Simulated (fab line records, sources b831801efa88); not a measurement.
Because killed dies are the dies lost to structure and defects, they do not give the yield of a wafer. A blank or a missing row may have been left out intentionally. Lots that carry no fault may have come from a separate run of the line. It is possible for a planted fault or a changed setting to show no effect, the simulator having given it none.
Which of the tools did it?	flow sky130	Sampling: 6 lots, 18 wafers, 3 of 708 route steps

WHAT THE GAUGES READ, wafer by wafer
SKY_SONOS_TUNNEL_TW_MEAS_12.
lot	measured	on	SONOS_TUNNEL_TW
L901	day 11 15:39	film-metro-01	201.6 200.0 201.0
L906	day 13 12:25	film-metro-03	196.2 197.8 196.6
L908	day 14 03:06	film-metro-02	196.6 196.6 196.0
L915	day 16 13:35	film-metro-03	187.6 187.3 187.4
L921	day 18 21:15	film-metro-02	195.4 195.3 194.8
L923	day 19 10:08	film-metro-01	200.0 200.7 200.8

WHICH TOOL RAN EACH LOT (tool, then ch and the chambers of the sampled wafers, then the start)
lot	SKY_DNWELL_STRIP_08	SKY_SONOS_TUNNEL_IMPLANT_09
L901	plasma-asher-04 ch 0,1, day 3 09:55	implanter-02 ch 0, day 11 15:15
L906	plasma-asher-02 ch 0,1, day 4 13:56	implanter-02 ch 0, day 13 11:59
L908	plasma-asher-02 ch 0,1, day 4 23:43	implanter-01 ch 0, day 14 02:41
L915	plasma-asher-04 ch 0,1, day 6 15:49	implanter-01 ch 0, day 16 13:09
L921	plasma-asher-02 ch 0,1, day 8 04:44	implanter-04 ch 0, day 18 20:51
L923	plasma-asher-04 ch 0,1, day 8 12:02	implanter-04 ch 0, day 19 09:43
- SKY_DNWELL_STRIP_08: strips in O2/N2.
- SKY_SONOS_TUNNEL_IMPLANT_09

THE ANSWER, worked out from the rows above alone
Rule: the lots themselves supply what counts as usual. The widest of any qualifying gaps counts: lots, ordered by their means at a reading, are off when they make up no more than a third of the lots, leave a main group of 4 or more, and stand apart from it by 3 or more times the standard deviation of that group's means. A main group is skipped when, at the precision printed for the reading in the tables above, its means are all equal. Also off: a lot with no number at a reading for which 4 or more lots have one. All remaining lots with rows at the step are treated as sound.
Off: L915, at SKY_SONOS_TUNNEL_TW_MEAS_12 (SONOS_TUNNEL_TW). Mean 198.0 and standard deviation 2.3 in the main group.
A tool fits if, at a process step before that reading, it ran every lot that is off, and no sound lot after the first of them. Those tools and the gauges at SKY_SONOS_TUNNEL_TW_MEAS_12 are tried in the same way. Can't be told from this: 2 tools fit, implanter-01 at SKY_SONOS_TUNNEL_IMPLANT_09, film-metro-03 at SKY_SONOS_TUNNEL_TW_MEAS_12.

WHAT HAD BEEN PUT IN BY THE SIMULATOR
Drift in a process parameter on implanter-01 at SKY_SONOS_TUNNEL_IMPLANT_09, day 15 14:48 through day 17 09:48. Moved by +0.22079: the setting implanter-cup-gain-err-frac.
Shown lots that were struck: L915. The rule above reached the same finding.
